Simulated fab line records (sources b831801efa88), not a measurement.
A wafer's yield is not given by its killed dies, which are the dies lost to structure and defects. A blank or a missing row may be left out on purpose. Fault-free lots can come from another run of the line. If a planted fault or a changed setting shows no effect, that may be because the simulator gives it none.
Struck lot and sound lot, side by side    flow sky130    15 out of 708 route steps
Sound: wafers L959.2, L959.3, L959.6. Struck: wafers L954.3, L954.5, L954.6. Last of all comes the cause.
Per side, at each step with rows, come the tool, then ch with its chambers, and then its first start. Under that, the readings that differ: sound wafers    struck wafers    difference of the means    sigmas: that difference in standard deviations of wafers without a fault.
alike: words and numbers the same on both sides, and readings whose means are apart by under 2 such deviations; not compared: readings that were withheld, readings missing a value for some wafer, numbers with overlapping values and no deviation given by the record, and bounds like >300 which may hide the same value.
The two part at a step that has a row with sigmas, a row that says differs or no value, or rows on one side only. Numbers that don't overlap but have no deviation are shown without sigmas and don't part them. Lack of a reading on every wafer of one side parts them only where that side has two or more wafers.

SKY_METAL4_SPUTTER_01: material TiN, target thk 20 nm, time 16.7 s.
  sound on pvdSputter-01 at day 44 04:42; struck on pvdSputter-01 at day 44 02:24
  alike: chamberPressurePa, throttleValvePct
SKY_METAL4_SPUTTER_02: material AlCu, target thk 735 nm, time 39.1 s.
  sound on pvdSputter-01 at day 44 04:44; struck on pvdSputter-01 at day 44 02:25
  alike: chamberPressurePa, throttleValvePct
SKY_METAL4_SPUTTER_03: material Ti, target thk 5 nm, time 3.3 s.
  sound on pvdSputter-01 at day 44 04:46; struck on pvdSputter-01 at day 44 02:28
  alike: chamberPressurePa, throttleValvePct
SKY_METAL4_SPUTTER_04: material TiN, target thk 70 nm, time 58.3 s.
  sound on pvdSputter-01 at day 44 04:47; struck on pvdSputter-01 at day 44 02:29
  alike: chamberPressurePa, throttleValvePct
then, 1 step without rows for these wafers: SKY_CAP2M_CVD_00 (deposits SiO2, target thk 15.5 nm).
SKY_CAP2M_THK_MEAS_01:
  sound on filmMetro-01 at day 44 04:52; struck on filmMetro-04 at day 44 02:34
  alike: CAP2M_CVD_00_THK
SKY_CAP2M_SPUTTER_02: material TiN, target thk 200 nm, time 166.7 s.
  sound on pvdSputter-04 at day 44 04:55; struck on pvdSputter-03 at day 44 02:37
  alike: chamberPressurePa, susceptorTempC, throttleValvePct
SKY_CAP2M_RS_MEAS_03: measures by four-point-probe.
  sound on filmMetro-01 at day 44 05:02; struck on filmMetro-01 at day 44 02:46
  alike: CAP2M_TIN_RS
SKY_CAP2M_THK_MEAS_04: measures by xrf.
  sound on filmMetro-01 at day 44 05:09; struck on filmMetro-01 at day 44 02:52
  alike: CAP2M_TIN_THK
then, 3 steps without rows for these wafers: SKY_CAP2M_DEHYDRATE_05 (time 60 s); SKY_CAP2M_HMDS_06 (prime time 60 s); SKY_CAP2M_COAT_07 (resist thk 1140 nm).
SKY_CAP2M_SOFTBAKE_08: time 60 s.
  sound on lithoTrack-02 ch 0, day 44 15:10; struck on lithoTrack-03 ch 0, day 44 13:10
reading                sound              struck             difference  sigmas
heaterPowerTotalW (W)  56.60 56.62 56.59  57.34 57.41 57.38  +0.77       +15
plateTempC (C)         89.98 90.14 90.04  90.70 91.07 90.76  +0.79       +7
  alike: resistLineTempC
then, 1 step without rows for these wafers: SKY_CAP2M_EXPOSE_09 (exposes mask CAP2M, target cd 1000 nm).
-- the record jumps here: 5 days lie between the struck wafers' starts before and after (it left off in module CAP2M and takes up again in module PAD_OPEN, whose first step shown is number 708 of the route) --
SKY_PAD_OPEN_PROBE_99:
  sound on prober-01 at day 49 15:25; struck on prober-02 at day 49 13:18
reading           sound     struck    difference  sigmas
killed_at_M4_up   5 6 5     1 1 2     -4          -2
killedAtFrontEnd  20 25 22  13 10 13  -10         -2
  alike: defectLimitedYield, killed_at_M0_to_M3, killedAtContacts, killedAtOther, killedDies, killedOpen, killedShort, sort_bin_3_pad_short, sort_bin_5_function, sort_bin_6_memory, sortNPass, sortYieldPct

== WHERE THEY PART ==
At SKY_CAP2M_SOFTBAKE_08 first; at SKY_PAD_OPEN_PROBE_99 last (within this record only).

WHY: whatever the simulator had introduced
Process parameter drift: lithoTrack-03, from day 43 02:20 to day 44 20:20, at SKY_CAP2M_SOFTBAKE_08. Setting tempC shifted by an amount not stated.
